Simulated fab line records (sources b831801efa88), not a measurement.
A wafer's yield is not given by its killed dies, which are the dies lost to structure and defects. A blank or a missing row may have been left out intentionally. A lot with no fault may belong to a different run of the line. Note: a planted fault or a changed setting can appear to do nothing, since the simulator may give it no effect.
What tool caused it? / flow sky130 / Sampling: 12 lots, 36 wafers, 2 of 708 route steps

WHAT EACH GAUGE READ, for each wafer
SKY_CAP2M_THK_MEAS_04: measures by xrf.
lot=L100; measured=day 39 22:44; on=film metro-02; CAP2M_TIN_THK (nm)=198.7 198.6 199.1
lot=L103; measured=day 40 19:16; on=film metro-02; CAP2M_TIN_THK (nm)=198.2 199.2 199.8
lot=L104; measured=day 41 00:52; on=film metro-04; CAP2M_TIN_THK (nm)=197.0 195.4 197.8
lot=L109; measured=day 42 10:22; on=film metro-02; CAP2M_TIN_THK (nm)=194.5 194.8 194.9
lot=L111; measured=day 42 14:43; on=film metro-03; CAP2M_TIN_THK (nm)=201.7 202.9 203.1
lot=L110; measured=day 42 18:46; on=film metro-02; CAP2M_TIN_THK (nm)=200.0 200.3 200.0
lot=L114; measured=day 43 09:44; on=film metro-03; CAP2M_TIN_THK (nm)=202.1 202.4 202.2
lot=L115; measured=day 43 20:49; on=film metro-04; CAP2M_TIN_THK (nm)=197.4 196.9 196.9
lot=L116; measured=day 44 08:56; on=film metro-02; CAP2M_TIN_THK (nm)=196.7 195.9 194.7
lot=L119; measured=day 44 23:58; on=film metro-02; CAP2M_TIN_THK (nm)=200.0 200.4 200.7
lot=L120; measured=day 45 04:26; on=film metro-04; CAP2M_TIN_THK (nm)=199.9 199.1 200.3
lot=L122; measured=day 45 21:23; on=film metro-02; CAP2M_TIN_THK (nm)=198.4 199.3 200.6

SKY_CAP2M_OVL_MEAS_12.
lot=L100; measured=day 40 22:47; on=overlay-02; CAP2M_OVL (nm)=2.0 1.4 2.1
lot=L103; measured=day 41 18:55; on=overlay-02; CAP2M_OVL (nm)=0.0 1.4 0.4
lot=L104; measured=day 41 23:44; on=overlay-01; CAP2M_OVL (nm)=0.6 0.4 -0.9
lot=L109; measured=day 43 09:28; on=overlay-02; CAP2M_OVL (nm)=-1.2 -1.0 0.6
lot=L111; measured=day 43 12:57; on=overlay-01; CAP2M_OVL (nm)=1.3 2.0 2.7
lot=L110; measured=day 43 17:26; on=overlay-01; CAP2M_OVL (nm)=1.8 2.5 3.2
lot=L114; measured=day 44 07:56; on=overlay-02; CAP2M_OVL (nm)=1.4 0.9 2.0
lot=L115; measured=day 44 18:10; on=overlay-01; CAP2M_OVL (nm)=1.9 0.1 2.0
lot=L116; measured=day 45 05:22; on=overlay-02; CAP2M_OVL (nm)=3.5 4.5 3.6
lot=L119; measured=day 45 21:08; on=overlay-01; CAP2M_OVL (nm)=2.7 1.8 0.0
lot=L120; measured=day 46 01:44; on=overlay-01; CAP2M_OVL (nm)=1.6 -1.4 2.3
lot=L122; measured=day 46 17:30; on=overlay-02; CAP2M_OVL (nm)=0.0 0.5 1.0

TOOL THAT RAN EACH LOT (tool first, then ch and the chambers of the sampled wafers, then the start)
Before these readings, the record contains no process step.

WHAT THE TOOLS THEMSELVES READ (means of the sampled wafers that have a number; where no wafer has one, the mark that the record gives instead)
The record holds no such reading with a usual standard deviation.

THE ANSWER, worked out from the rows above alone
Rule: usual is defined by the lots themselves. Put in order of their means at a reading, lots are off if they are a third of the lots or fewer, leave a main group of 4 or more, and stand apart from it by a gap of 3 or more times the standard deviation of the main group's means; of several such gaps the widest counts. The tables above print the reading to a certain number of digits; a main group whose means all agree to those digits is not used. A lot without any number at a reading at which 4 lots or more have one is off too. Where the step has rows for the other lots, those lots are counted as sound. The gauges are gone through in route order, then the tools' own readings, and for those a lot's mean is taken as printed above. At the first step where some lot is off, the reading lying furthest off is the one used; lots without a number count as furthest.
None of the lots is off at any reading shown; this tells nothing.

WHAT HAD BEEN PUT IN BY THE SIMULATOR
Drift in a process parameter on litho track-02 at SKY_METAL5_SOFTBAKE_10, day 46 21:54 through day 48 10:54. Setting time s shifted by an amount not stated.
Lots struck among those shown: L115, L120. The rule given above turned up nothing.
